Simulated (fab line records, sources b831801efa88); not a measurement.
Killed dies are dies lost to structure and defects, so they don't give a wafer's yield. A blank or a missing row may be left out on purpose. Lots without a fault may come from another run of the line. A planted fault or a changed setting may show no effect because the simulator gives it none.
Which tool did it? | flow gf180mcu | 24 lots, 72 wafers sampled, at 6 steps of a route of 602

WHAT THE GAUGES READ, wafer by wafer
GF_STI_THK_MEAS_02.
lot  | measured    | on            | STI_OXIDATION_THK (nm)
L074 | day 1 11:31 | film_metro-02 | 10.27 10.27 10.14
L075 | day 1 18:26 | film_metro-02 | 10.34 10.13 10.32
L076 | day 1 21:31 | film_metro-04 | 10.03 10.22 10.27
L077 | day 2 03:14 | film_metro-04 | 10.41 10.09 10.03
L078 | day 2 07:31 | film_metro-02 | 10.09 9.89 10.02
L079 | day 2 13:52 | film_metro-02 | 9.87 9.84 9.88
L080 | day 2 17:57 | film_metro-02 | 9.91 9.83 9.76
L081 | day 2 22:47 | film_metro-03 | 9.91 9.96 9.89
L082 | day 3 05:23 | film_metro-03 | 10.15 9.79 9.95
L083 | day 3 08:31 | film_metro-04 | 10.23 10.26 10.07
L084 | day 3 13:52 | film_metro-03 | 10.29 10.01 10.06
L085 | day 3 18:32 | film_metro-04 | 10.05 10.16 10.24
L086 | day 3 23:31 | film_metro-03 | 9.93 9.89 9.78
L087 | day 4 04:32 | film_metro-02 | 9.79 9.80 9.86
L088 | day 4 09:32 | film_metro-04 | 10.08 10.13 10.04
L089 | day 4 15:08 | film_metro-04 | 9.53 9.59 9.53
L090 | day 4 19:31 | film_metro-02 | 9.80 9.89 9.91
L091 | day 5 00:31 | film_metro-02 | 10.06 9.93 10.00
L092 | day 5 07:26 | film_metro-02 | 9.90 9.65 9.72
L093 | day 5 14:53 | film_metro-03 | 9.82 9.82 9.85
L094 | day 5 17:25 | film_metro-03 | 9.79 9.68 9.93
L095 | day 5 21:28 | film_metro-03 | 9.90 9.82 9.82
L096 | day 6 01:31 | film_metro-04 | 10.23 10.11 10.01
L097 | day 6 06:31 | film_metro-02 | 10.16 10.38 10.27

GF_SALICIDE_RS_MEAS_04: measures by four-point-probe.
lot  | measured     | on            | SALICIDE_TIN_RS (ohm/sq)
L074 | day 15 00:10 | film_metro-04 | 16.6 16.3 16.7
L075 | day 15 12:58 | film_metro-01 | 16.0 15.9 15.9
L076 | day 15 21:29 | film_metro-03 | 16.2 16.7 16.8
L077 | day 16 05:25 | film_metro-01 | 16.6 16.6 16.5
L078 | day 16 16:38 | film_metro-01 | 15.9 16.1 16.1
L079 | day 17 00:49 | film_metro-01 | 16.2 16.4 16.0
L080 | day 17 09:08 | film_metro-01 | 16.1 16.2 16.0
L081 | day 17 19:17 | film_metro-01 | 16.1 16.4 16.4
L082 | day 18 01:20 | film_metro-04 | 16.4 15.7 15.9
L083 | day 18 16:50 | film_metro-01 | 16.7 16.1 16.2
L084 | day 18 19:08 | film_metro-03 | 15.9 16.0 15.9
L085 | day 18 21:46 | film_metro-04 | 16.6 16.6 16.3
L086 | day 19 11:07 | film_metro-03 | 16.9 17.0 16.9
L087 | day 19 22:30 | film_metro-03 | 16.0 16.1 15.9
L088 | day 20 19:14 | film_metro-04 | 16.0 16.0 16.1
L089 | day 20 23:34 | film_metro-01 | 15.9 16.4 15.8
L090 | day 21 01:44 | film_metro-03 | 15.8 16.1 15.8
L091 | day 21 07:29 | film_metro-04 | 15.8 16.1 15.7
L092 | day 21 19:16 | film_metro-03 | 16.5 16.1 16.4
L093 | day 22 09:25 | film_metro-04 | 15.9 16.0 15.7
L094 | day 22 08:50 | film_metro-04 | 16.1 15.9 16.2
L095 | day 22 23:04 | film_metro-04 | 15.8 16.2 15.9
L096 | day 22 23:46 | film_metro-04 | 16.1 16.1 16.1
L097 | day 23 04:19 | film_metro-01 | 15.7 16.6 16.2

GF_V2_BOW_MEAS_05.
lot  | measured     | on            | V2_BOW (um)
L074 | day 19 02:31 | film_metro-01 | 93 109 103
L075 | day 19 17:23 | film_metro-03 | 97 92 89
L076 | day 20 01:29 | film_metro-02 | 112 114 101
L077 | day 20 10:28 | film_metro-03 | 83 93 91
L078 | day 20 23:10 | film_metro-01 | 91 95 96
L079 | day 21 08:36 | film_metro-03 | 102 105 102
L080 | day 21 16:03 | film_metro-01 | 106 115 93
L081 | day 22 03:07 | film_metro-03 | 101 108 78
L082 | day 22 08:29 | film_metro-03 | 106 88 93
L083 | day 23 00:05 | film_metro-02 | 94 98 100
L084 | day 23 01:41 | film_metro-01 | 96 93 97
L085 | day 23 05:40 | film_metro-02 | 100 104 110
L086 | day 23 16:34 | film_metro-03 | 86 88 93
L087 | day 24 02:58 | film_metro-01 | 95 103 97
L088 | day 24 21:40 | film_metro-03 | 99 87 71
L089 | day 25 02:13 | film_metro-01 | 117 106 106
L090 | day 25 04:08 | film_metro-01 | 108 104 107
L091 | day 25 09:39 | film_metro-01 | 99 89 95
L092 | day 25 20:29 | film_metro-02 | 116 98 119
L093 | day 26 09:14 | film_metro-03 | 99 87 94
L094 | day 26 07:39 | film_metro-02 | 87 105 96
L095 | day 26 20:07 | film_metro-01 | 108 103 110
L096 | day 26 21:35 | film_metro-02 | 112 94 100
L097 | day 27 01:04 | film_metro-03 | 110 108 111

GF_V4_THK_MEAS_03.
lot  | measured     | on            | V4_CVD_02_THK (nm)
L074 | day 23 07:19 | film_metro-02 | 838 828 853
L075 | day 23 20:11 | film_metro-01 | 844 823 858
L076 | day 24 05:28 | film_metro-01 | 842 834 833
L077 | day 24 13:17 | film_metro-02 | 844 853 844
L078 | day 25 00:31 | film_metro-02 | 831 846 850
L079 | day 25 10:03 | film_metro-03 | 843 854 852
L080 | day 25 16:20 | film_metro-02 | 834 859 859
L081 | day 26 01:30 | film_metro-03 | 854 857 841
L082 | day 26 06:46 | film_metro-02 | 851 821 846
L083 | day 26 21:07 | film_metro-03 | 841 851 865
L084 | day 26 22:46 | film_metro-03 | 831 873 865
L085 | day 27 02:02 | film_metro-03 | 863 866 878
L086 | day 27 11:23 | film_metro-02 | 832 842 861
L087 | day 27 21:48 | film_metro-01 | 847 836 872
L088 | day 28 14:30 | film_metro-01 | 827 845 847
L089 | day 28 18:11 | film_metro-03 | 840 825 839
L090 | day 28 20:13 | film_metro-03 | 859 858 842
L091 | day 29 00:40 | film_metro-01 | 842 857 851
L092 | day 29 09:25 | film_metro-02 | 841 848 856
L093 | day 29 22:34 | film_metro-01 | 854 863 840
L094 | day 29 19:28 | film_metro-02 | 831 823 844
L095 | day 30 07:52 | film_metro-02 | 858 868 865
L096 | day 30 08:32 | film_metro-03 | 829 832 826
L097 | day 30 11:40 | film_metro-01 | 857 857 866

WHICH TOOL RAN EACH LOT (tool, then ch and the chambers of the sampled wafers, then the start)
lot  | GF_M1_SPUTTER_01             | GF_V1_CVD_02
L074 | pvd_sputter-01, day 15 23:17 | pecvd-01 ch 0,1,2, day 16 23:05
L075 | pvd_sputter-04, day 16 12:50 | pecvd-01 ch 0,2, day 17 13:13
L076 | pvd_sputter-04, day 16 22:07 | pecvd-02 ch 0,1, day 17 21:43
L077 | pvd_sputter-01, day 17 06:27 | pecvd-04 ch 1,2, day 18 06:57
L078 | pvd_sputter-04, day 17 17:53 | pecvd-01 ch 0,1,2, day 18 18:41
L079 | pvd_sputter-04, day 18 02:26 | pecvd-02 ch 0,2, day 19 04:13
L080 | pvd_sputter-01, day 18 10:58 | pecvd-04 ch 0,2, day 19 12:07
L081 | pvd_sputter-01, day 18 21:55 | pecvd-02 ch 0,1,2, day 20 00:13
L082 | pvd_sputter-04, day 19 04:19 | pecvd-04 ch 0,2, day 20 05:41
L083 | pvd_sputter-04, day 19 19:49 | pecvd-02 ch 0,1,2, day 20 20:50
L084 | pvd_sputter-01, day 19 22:27 | pecvd-01 ch 0,1, day 20 23:39
L085 | pvd_sputter-04, day 20 01:22 | pecvd-02 ch 0,2, day 21 02:52
L086 | pvd_sputter-03, day 20 14:07 | pecvd-01 ch 0,1,2, day 21 15:10
L087 | pvd_sputter-04, day 21 01:22 | pecvd-04 ch 0,1, day 22 02:08
L088 | pvd_sputter-01, day 21 20:55 | pecvd-01 ch 1,2, day 22 20:38
L089 | pvd_sputter-01, day 22 00:55 | pecvd-02 ch 1,2, day 23 01:23
L090 | pvd_sputter-04, day 22 03:44 | pecvd-01 ch 0,1,2, day 23 03:32
L091 | pvd_sputter-01, day 22 09:10 | pecvd-04 ch 0,1,2, day 23 09:17
L092 | pvd_sputter-01, day 22 21:02 | pecvd-02 ch 0,1, day 23 21:05
L093 | pvd_sputter-04, day 23 11:06 | pecvd-01 ch 0,1,2, day 24 10:54
L094 | pvd_sputter-03, day 23 10:24 | pecvd-02 ch 0,1,2, day 24 10:16
L095 | pvd_sputter-01, day 24 00:16 | pecvd-01 ch 0,2, day 24 23:11
L096 | pvd_sputter-04, day 24 00:56 | pecvd-04 ch 0,1,2, day 24 23:59
L097 | pvd_sputter-03, day 24 04:52 | pecvd-01 ch 0,1,2, day 25 03:55
- GF_M1_SPUTTER_01: material TiN, target thk 30 nm, time 25 s.
- GF_V1_CVD_02: deposits SiO2 from TEOS, target thk 850 nm, time 94.851 s.

WHAT THE TOOLS THEMSELVES READ (means of the sampled wafers that have a number; where no wafer has one, the mark that the record gives instead)
GF_M1_SPUTTER_01.
lot  | tool           | throttle_valve_pct (%)
L074 | pvd_sputter-01 | 29.5
L075 | pvd_sputter-04 | 31.0
L076 | pvd_sputter-04 | 30.2
L077 | pvd_sputter-01 | 29.0
L078 | pvd_sputter-04 | 31.0
L079 | pvd_sputter-04 | 30.8
L080 | pvd_sputter-01 | 29.6
L081 | pvd_sputter-01 | 29.0
L082 | pvd_sputter-04 | 30.8
L083 | pvd_sputter-04 | 30.2
L084 | pvd_sputter-01 | 29.4
L085 | pvd_sputter-04 | 30.8
L086 | pvd_sputter-03 | 30.0
L087 | pvd_sputter-04 | 30.5
L088 | pvd_sputter-01 | 30.1
L089 | pvd_sputter-01 | 29.7
L090 | pvd_sputter-04 | 30.4
L091 | pvd_sputter-01 | 29.5
L092 | pvd_sputter-01 | 29.5
L093 | pvd_sputter-04 | 30.1
L094 | pvd_sputter-03 | 31.5
L095 | pvd_sputter-01 | 29.5
L096 | pvd_sputter-04 | 30.9
L097 | pvd_sputter-03 | 30.8

GF_V1_CVD_02.
lot  | tool     | heater_power_w (W)
L074 | pecvd-01 | 660
L075 | pecvd-01 | 702
L076 | pecvd-02 | 593
L077 | pecvd-04 | 680
L078 | pecvd-01 | 655
L079 | pecvd-02 | 495
L080 | pecvd-04 | 646
L081 | pecvd-02 | 561
L082 | pecvd-04 | 703
L083 | pecvd-02 | 554
L084 | pecvd-01 | 628
L085 | pecvd-02 | 532
L086 | pecvd-01 | 681
L087 | pecvd-04 | 634
L088 | pecvd-01 | 623
L089 | pecvd-02 | 518
L090 | pecvd-01 | 652
L091 | pecvd-04 | 713
L092 | pecvd-02 | 661
L093 | pecvd-01 | 643
L094 | pecvd-02 | 600
L095 | pecvd-01 | 671
L096 | pecvd-04 | 702
L097 | pecvd-01 | 625

THE ANSWER, worked out from the rows above alone
Rule: what is usual is taken from the lots themselves. Put in order of their means at a reading, lots are off if they are a third of the lots or fewer, leave a main group of 4 or more, and stand apart from it by a gap of 3 or more times the standard deviation of the main group's means; of several such gaps the widest counts. A main group whose means are all the same, to the digits that the tables above print for the reading, isn't used. A lot without any number at a reading at which 4 lots or more have one is off too. The other lots that the step has rows for count as sound. The gauges are gone through in route order, then the tools' own readings, and for those a lot's mean is taken as printed above. The first step at which some lot is off is used, and at that step the reading that is off furthest; a lot without a number counts as furthest.
No lot is off at any reading shown: from this, nothing can be told.

WHAT THE SIMULATOR HAD PUT IN
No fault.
